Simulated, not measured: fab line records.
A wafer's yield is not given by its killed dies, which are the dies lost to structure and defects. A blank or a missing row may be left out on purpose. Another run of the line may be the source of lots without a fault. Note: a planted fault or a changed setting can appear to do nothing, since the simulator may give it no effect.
Which tool was responsible? / flow gf180mcu / Sampling: 24 lots, 72 wafers, 5 of 602 route steps

WHAT THE GAUGES SHOWED, per wafer
GF_STI_THK_MEAS_24.
lot=L075; measured=day 2 17:02; on=film-metro-03; STI_CVD_23_THK (nm)=647 661 651
lot=L074; measured=day 2 17:04; on=film-metro-04; STI_CVD_23_THK (nm)=647 642 639
lot=L077; measured=day 3 02:41; on=film-metro-03; STI_CVD_23_THK (nm)=648 643 644
lot=L076; measured=day 3 02:43; on=film-metro-04; STI_CVD_23_THK (nm)=652 654 636
lot=L078; measured=day 3 02:46; on=film-metro-01; STI_CVD_23_THK (nm)=668 662 655
lot=L080; measured=day 3 13:48; on=film-metro-01; STI_CVD_23_THK (nm)=650 653 647
lot=L079; measured=day 3 13:49; on=film-metro-04; STI_CVD_23_THK (nm)=646 645 636
lot=L081; measured=day 3 23:40; on=film-metro-01; STI_CVD_23_THK (nm)=647 652 655
lot=L082; measured=day 3 23:40; on=film-metro-04; STI_CVD_23_THK (nm)=648 644 651
lot=L083; measured=day 4 05:04; on=film-metro-04; STI_CVD_23_THK (nm)=650 654 649
lot=L084; measured=day 4 09:53; on=film-metro-03; STI_CVD_23_THK (nm)=659 654 655
lot=L085; measured=day 4 13:57; on=film-metro-01; STI_CVD_23_THK (nm)=652 654 651
lot=L086; measured=day 4 20:47; on=film-metro-03; STI_CVD_23_THK (nm)=651 656 645
lot=L087; measured=day 5 00:25; on=film-metro-01; STI_CVD_23_THK (nm)=649 651 648
lot=L088; measured=day 5 03:41; on=film-metro-01; STI_CVD_23_THK (nm)=648 652 645
lot=L089; measured=day 5 08:39; on=film-metro-04; STI_CVD_23_THK (nm)=653 648 654
lot=L090; measured=day 5 14:53; on=film-metro-04; STI_CVD_23_THK (nm)=651 651 648
lot=L091; measured=day 5 18:13; on=film-metro-03; STI_CVD_23_THK (nm)=647 645 642
lot=L092; measured=day 5 23:44; on=film-metro-01; STI_CVD_23_THK (nm)=657 653 652
lot=L093; measured=day 6 03:47; on=film-metro-01; STI_CVD_23_THK (nm)=658 663 659
lot=L094; measured=day 6 10:36; on=film-metro-03; STI_CVD_23_THK (nm)=652 648 641
lot=L095; measured=day 6 15:46; on=film-metro-03; STI_CVD_23_THK (nm)=644 642 640
lot=L096; measured=day 6 20:23; on=film-metro-01; STI_CVD_23_THK (nm)=657 663 658
lot=L097; measured=day 7 01:37; on=film-metro-03; STI_CVD_23_THK (nm)=660 661 659

GF_V3_THK_MEAS_01.
lot=L075; measured=day 22 16:31; on=film-metro-01; V3_CVD_00_THK (nm)=612 621 610
lot=L074; measured=day 22 05:24; on=film-metro-01; V3_CVD_00_THK (nm)=597 611 606
lot=L077; measured=day 22 23:33; on=film-metro-01; V3_CVD_00_THK (nm)=584 592 594
lot=L076; measured=day 22 22:55; on=film-metro-03; V3_CVD_00_THK (nm)=598 588 592
lot=L078; measured=day 23 02:22; on=film-metro-03; V3_CVD_00_THK (nm)=610 611 603
lot=L080; measured=day 23 16:07; on=film-metro-01; V3_CVD_00_THK (nm)=578 596 593
lot=L079; measured=day 23 18:55; on=film-metro-04; V3_CVD_00_THK (nm)=587 602 599
lot=L081; measured=day 24 17:34; on=film-metro-04; V3_CVD_00_THK (nm)=596 606 596
lot=L082; measured=day 24 08:32; on=film-metro-03; V3_CVD_00_THK (nm)=604 601 600
lot=L083; measured=day 24 16:42; on=film-metro-03; V3_CVD_00_THK (nm)=600 607 597
lot=L084; measured=day 24 23:52; on=film-metro-04; V3_CVD_00_THK (nm)=597 607 597
lot=L085; measured=day 25 05:22; on=film-metro-04; V3_CVD_00_THK (nm)=604 602 600
lot=L086; measured=day 25 21:51; on=film-metro-03; V3_CVD_00_THK (nm)=606 599 595
lot=L087; measured=day 25 23:25; on=film-metro-04; V3_CVD_00_THK (nm)=592 591 597
lot=L088; measured=day 25 23:46; on=film-metro-03; V3_CVD_00_THK (nm)=596 596 601
lot=L089; measured=day 26 13:40; on=film-metro-04; V3_CVD_00_THK (nm)=595 596 604
lot=L090; measured=day 26 23:10; on=film-metro-04; V3_CVD_00_THK (nm)=601 594 604
lot=L091; measured=day 27 04:37; on=film-metro-01; V3_CVD_00_THK (nm)=606 605 586
lot=L092; measured=day 27 10:12; on=film-metro-04; V3_CVD_00_THK (nm)=595 587 593
lot=L093; measured=day 27 13:50; on=film-metro-01; V3_CVD_00_THK (nm)=598 594 597
lot=L094; measured=day 28 00:43; on=film-metro-03; V3_CVD_00_THK (nm)=606 599 588
lot=L095; measured=day 28 03:29; on=film-metro-01; V3_CVD_00_THK (nm)=596 589 598
lot=L096; measured=day 28 10:22; on=film-metro-03; V3_CVD_00_THK (nm)=604 597 591
lot=L097; measured=day 28 15:14; on=film-metro-03; V3_CVD_00_THK (nm)=591 601 589

GF_MIM_THK_MEAS_11: measures by xrf.
lot=L075; measured=day 25 17:08; on=film-metro-04; MIM_ALCU_THK (nm)=207.9 211.6 209.9
lot=L074; measured=day 25 04:17; on=film-metro-01; MIM_ALCU_THK (nm)=207.6 207.4 206.8
lot=L077; measured=day 25 22:15; on=film-metro-04; MIM_ALCU_THK (nm)=210.3 209.3 211.1
lot=L076; measured=day 25 22:14; on=film-metro-02; MIM_ALCU_THK (nm)=208.2 210.3 206.5
lot=L078; measured=day 26 00:26; on=film-metro-02; MIM_ALCU_THK (nm)=208.6 209.6 206.4
lot=L080; measured=day 26 13:56; on=film-metro-01; MIM_ALCU_THK (nm)=208.2 209.9 211.9
lot=L079; measured=day 26 17:20; on=film-metro-04; MIM_ALCU_THK (nm)=209.8 206.7 210.1
lot=L081; measured=day 27 13:08; on=film-metro-04; MIM_ALCU_THK (nm)=210.1 210.7 211.3
lot=L082; measured=day 27 05:55; on=film-metro-01; MIM_ALCU_THK (nm)=210.1 208.0 210.5
lot=L083; measured=day 27 12:47; on=film-metro-02; MIM_ALCU_THK (nm)=212.5 209.8 213.3
lot=L084; measured=day 27 19:53; on=film-metro-04; MIM_ALCU_THK (nm)=205.5 208.6 209.0
lot=L085; measured=day 28 00:14; on=film-metro-02; MIM_ALCU_THK (nm)=206.4 205.9 208.6
lot=L086; measured=day 28 16:37; on=film-metro-02; MIM_ALCU_THK (nm)=206.4 205.8 207.6
lot=L087; measured=day 28 18:11; on=film-metro-04; MIM_ALCU_THK (nm)=210.3 206.9 208.4
lot=L088; measured=day 28 18:49; on=film-metro-02; MIM_ALCU_THK (nm)=207.7 207.0 208.3
lot=L089; measured=day 29 07:25; on=film-metro-02; MIM_ALCU_THK (nm)=208.0 208.3 205.9
lot=L090; measured=day 29 16:34; on=film-metro-01; MIM_ALCU_THK (nm)=208.8 213.9 211.4
lot=L091; measured=day 29 22:11; on=film-metro-04; MIM_ALCU_THK (nm)=208.3 209.7 208.0
lot=L092; measured=day 30 02:32; on=film-metro-01; MIM_ALCU_THK (nm)=207.4 208.1 208.7
lot=L093; measured=day 30 06:47; on=film-metro-02; MIM_ALCU_THK (nm)=211.3 207.5 209.7
lot=L094; measured=day 30 15:28; on=film-metro-04; MIM_ALCU_THK (nm)=211.8 207.2 207.1
lot=L095; measured=day 30 17:37; on=film-metro-04; MIM_ALCU_THK (nm)=209.9 209.2 211.4
lot=L096; measured=day 31 01:05; on=film-metro-02; MIM_ALCU_THK (nm)=206.7 209.9 207.6
lot=L097; measured=day 31 04:00; on=film-metro-02; MIM_ALCU_THK (nm)=208.2 206.2 208.7

WHICH TOOL RAN EACH LOT (tool, then ch and the chambers of the sampled wafers, then the start)
lot=L075; GF_CONTACT_SPUTTER_23=pvd-sputter-01, day 17 05:43; GF_MIM_CVD_05=pecvd-01 ch 1,2, day 25 16:48
lot=L074; GF_CONTACT_SPUTTER_23=pvd-sputter-04, day 16 21:16; GF_MIM_CVD_05=pecvd-01 ch 0,1, day 25 03:58
lot=L077; GF_CONTACT_SPUTTER_23=pvd-sputter-04, day 17 15:40; GF_MIM_CVD_05=pecvd-01 ch 0,1,2, day 25 21:56
lot=L076; GF_CONTACT_SPUTTER_23=pvd-sputter-03, day 17 14:53; GF_MIM_CVD_05=pecvd-01 ch 0,1,2, day 25 21:55
lot=L078; GF_CONTACT_SPUTTER_23=pvd-sputter-01, day 17 18:50; GF_MIM_CVD_05=pecvd-01 ch 0,1,2, day 26 00:07
lot=L080; GF_CONTACT_SPUTTER_23=pvd-sputter-03, day 18 07:35; GF_MIM_CVD_05=pecvd-01 ch 0,2, day 26 13:38
lot=L079; GF_CONTACT_SPUTTER_23=pvd-sputter-04, day 18 11:35; GF_MIM_CVD_05=pecvd-04 ch 0,1, day 26 17:01
lot=L081; GF_CONTACT_SPUTTER_23=pvd-sputter-03, day 19 12:16; GF_MIM_CVD_05=pecvd-01 ch 0,1,2, day 27 12:49
lot=L082; GF_CONTACT_SPUTTER_23=pvd-sputter-03, day 19 03:37; GF_MIM_CVD_05=pecvd-01 ch 0,1,2, day 27 05:36
lot=L083; GF_CONTACT_SPUTTER_23=pvd-sputter-03, day 19 11:34; GF_MIM_CVD_05=pecvd-03 ch 0,2, day 27 12:28
lot=L084; GF_CONTACT_SPUTTER_23=pvd-sputter-03, day 19 21:10; GF_MIM_CVD_05=pecvd-04 ch 0,1,2, day 27 19:34
lot=L085; GF_CONTACT_SPUTTER_23=pvd-sputter-01, day 20 03:49; GF_MIM_CVD_05=pecvd-01 ch 0,1, day 27 23:55
lot=L086; GF_CONTACT_SPUTTER_23=pvd-sputter-01, day 20 12:47; GF_MIM_CVD_05=pecvd-03 ch 0,1,2, day 28 16:18
lot=L087; GF_CONTACT_SPUTTER_23=pvd-sputter-01, day 20 23:49; GF_MIM_CVD_05=pecvd-01 ch 0,1,2, day 28 17:52
lot=L088; GF_CONTACT_SPUTTER_23=pvd-sputter-01, day 21 01:43; GF_MIM_CVD_05=pecvd-01 ch 0,1, day 28 18:30
lot=L089; GF_CONTACT_SPUTTER_23=pvd-sputter-04, day 21 11:40; GF_MIM_CVD_05=pecvd-01 ch 0,1,2, day 29 07:04
lot=L090; GF_CONTACT_SPUTTER_23=pvd-sputter-01, day 21 22:11; GF_MIM_CVD_05=pecvd-04 ch 0,2, day 29 16:14
lot=L091; GF_CONTACT_SPUTTER_23=pvd-sputter-01, day 22 07:10; GF_MIM_CVD_05=pecvd-04 ch 0,1, day 29 21:51
lot=L092; GF_CONTACT_SPUTTER_23=pvd-sputter-04, day 22 15:55; GF_MIM_CVD_05=pecvd-04 ch 1,2, day 30 02:13
lot=L093; GF_CONTACT_SPUTTER_23=pvd-sputter-03, day 22 19:16; GF_MIM_CVD_05=pecvd-03 ch 0,1,2, day 30 06:28
lot=L094; GF_CONTACT_SPUTTER_23=pvd-sputter-03, day 23 07:10; GF_MIM_CVD_05=pecvd-01 ch 0,1, day 30 15:08
lot=L095; GF_CONTACT_SPUTTER_23=pvd-sputter-03, day 23 09:58; GF_MIM_CVD_05=pecvd-01 ch 0,1,2, day 30 17:17
lot=L096; GF_CONTACT_SPUTTER_23=pvd-sputter-03, day 23 18:13; GF_MIM_CVD_05=pecvd-03 ch 1,2, day 31 00:46
lot=L097; GF_CONTACT_SPUTTER_23=pvd-sputter-03, day 23 23:56; GF_MIM_CVD_05=pecvd-01 ch 0,1,2, day 31 03:41
- GF_CONTACT_SPUTTER_23: material TiN, target thk 10 nm, time 40 s.
- GF_MIM_CVD_05: deposits Si3N4, target thk 42 nm, time 29.086 s.

WHAT THE TOOLS THEMSELVES READ (means of the sampled wafers that have a number; where no wafer has one, the mark that the record gives instead)
GF_CONTACT_SPUTTER_23.
lot=L075; tool=pvd-sputter-01; throttle-valve-pct (%)=29.0
lot=L074; tool=pvd-sputter-04; throttle-valve-pct (%)=30.7
lot=L077; tool=pvd-sputter-04; throttle-valve-pct (%)=30.7
lot=L076; tool=pvd-sputter-03; throttle-valve-pct (%)=28.8
lot=L078; tool=pvd-sputter-01; throttle-valve-pct (%)=29.1
lot=L080; tool=pvd-sputter-03; throttle-valve-pct (%)=28.8
lot=L079; tool=pvd-sputter-04; throttle-valve-pct (%)=30.3
lot=L081; tool=pvd-sputter-03; throttle-valve-pct (%)=29.9
lot=L082; tool=pvd-sputter-03; throttle-valve-pct (%)=28.8
lot=L083; tool=pvd-sputter-03; throttle-valve-pct (%)=30.6
lot=L084; tool=pvd-sputter-03; throttle-valve-pct (%)=28.7
lot=L085; tool=pvd-sputter-01; throttle-valve-pct (%)=30.0
lot=L086; tool=pvd-sputter-01; throttle-valve-pct (%)=29.9
lot=L087; tool=pvd-sputter-01; throttle-valve-pct (%)=29.3
lot=L088; tool=pvd-sputter-01; throttle-valve-pct (%)=27.8
lot=L089; tool=pvd-sputter-04; throttle-valve-pct (%)=30.6
lot=L090; tool=pvd-sputter-01; throttle-valve-pct (%)=29.1
lot=L091; tool=pvd-sputter-01; throttle-valve-pct (%)=28.4
lot=L092; tool=pvd-sputter-04; throttle-valve-pct (%)=30.4
lot=L093; tool=pvd-sputter-03; throttle-valve-pct (%)=29.7
lot=L094; tool=pvd-sputter-03; throttle-valve-pct (%)=28.9
lot=L095; tool=pvd-sputter-03; throttle-valve-pct (%)=28.8
lot=L096; tool=pvd-sputter-03; throttle-valve-pct (%)=30.8
lot=L097; tool=pvd-sputter-03; throttle-valve-pct (%)=28.8

GF_MIM_CVD_05.
lot=L075; tool=pecvd-01; heater-power-w (W)=683
lot=L074; tool=pecvd-01; heater-power-w (W)=656
lot=L077; tool=pecvd-01; heater-power-w (W)=736
lot=L076; tool=pecvd-01; heater-power-w (W)=689
lot=L078; tool=pecvd-01; heater-power-w (W)=723
lot=L080; tool=pecvd-01; heater-power-w (W)=715
lot=L079; tool=pecvd-04; heater-power-w (W)=606
lot=L081; tool=pecvd-01; heater-power-w (W)=628
lot=L082; tool=pecvd-01; heater-power-w (W)=731
lot=L083; tool=pecvd-03; heater-power-w (W)=634
lot=L084; tool=pecvd-04; heater-power-w (W)=534
lot=L085; tool=pecvd-01; heater-power-w (W)=641
lot=L086; tool=pecvd-03; heater-power-w (W)=623
lot=L087; tool=pecvd-01; heater-power-w (W)=685
lot=L088; tool=pecvd-01; heater-power-w (W)=670
lot=L089; tool=pecvd-01; heater-power-w (W)=706
lot=L090; tool=pecvd-04; heater-power-w (W)=537
lot=L091; tool=pecvd-04; heater-power-w (W)=574
lot=L092; tool=pecvd-04; heater-power-w (W)=511
lot=L093; tool=pecvd-03; heater-power-w (W)=598
lot=L094; tool=pecvd-01; heater-power-w (W)=694
lot=L095; tool=pecvd-01; heater-power-w (W)=684
lot=L096; tool=pecvd-03; heater-power-w (W)=620
lot=L097; tool=pecvd-01; heater-power-w (W)=709

THE ANSWER, worked out from the rows above alone
Rule: the lots themselves supply what counts as usual. The widest of any qualifying gaps counts: lots, ordered by their means at a reading, are off when they make up no more than a third of the lots, leave a main group of 4 or more, and stand apart from it by 3 or more times the standard deviation of that group's means. A main group whose means are all the same, to the digits that the tables above print for the reading, isn't used. A lot without any number at a reading at which 4 lots or more have one is off too. All remaining lots with rows at the step are treated as sound. The gauges are gone through in route order, then the tools' own readings, and for those a lot's mean is taken as printed above. The first step at which some lot is off is used, and at that step the reading that is off furthest; a lot without a number counts as furthest.
Across all readings shown, no lot is off: no conclusion can be drawn from this.

WHAT HAD BEEN PUT IN BY THE SIMULATOR
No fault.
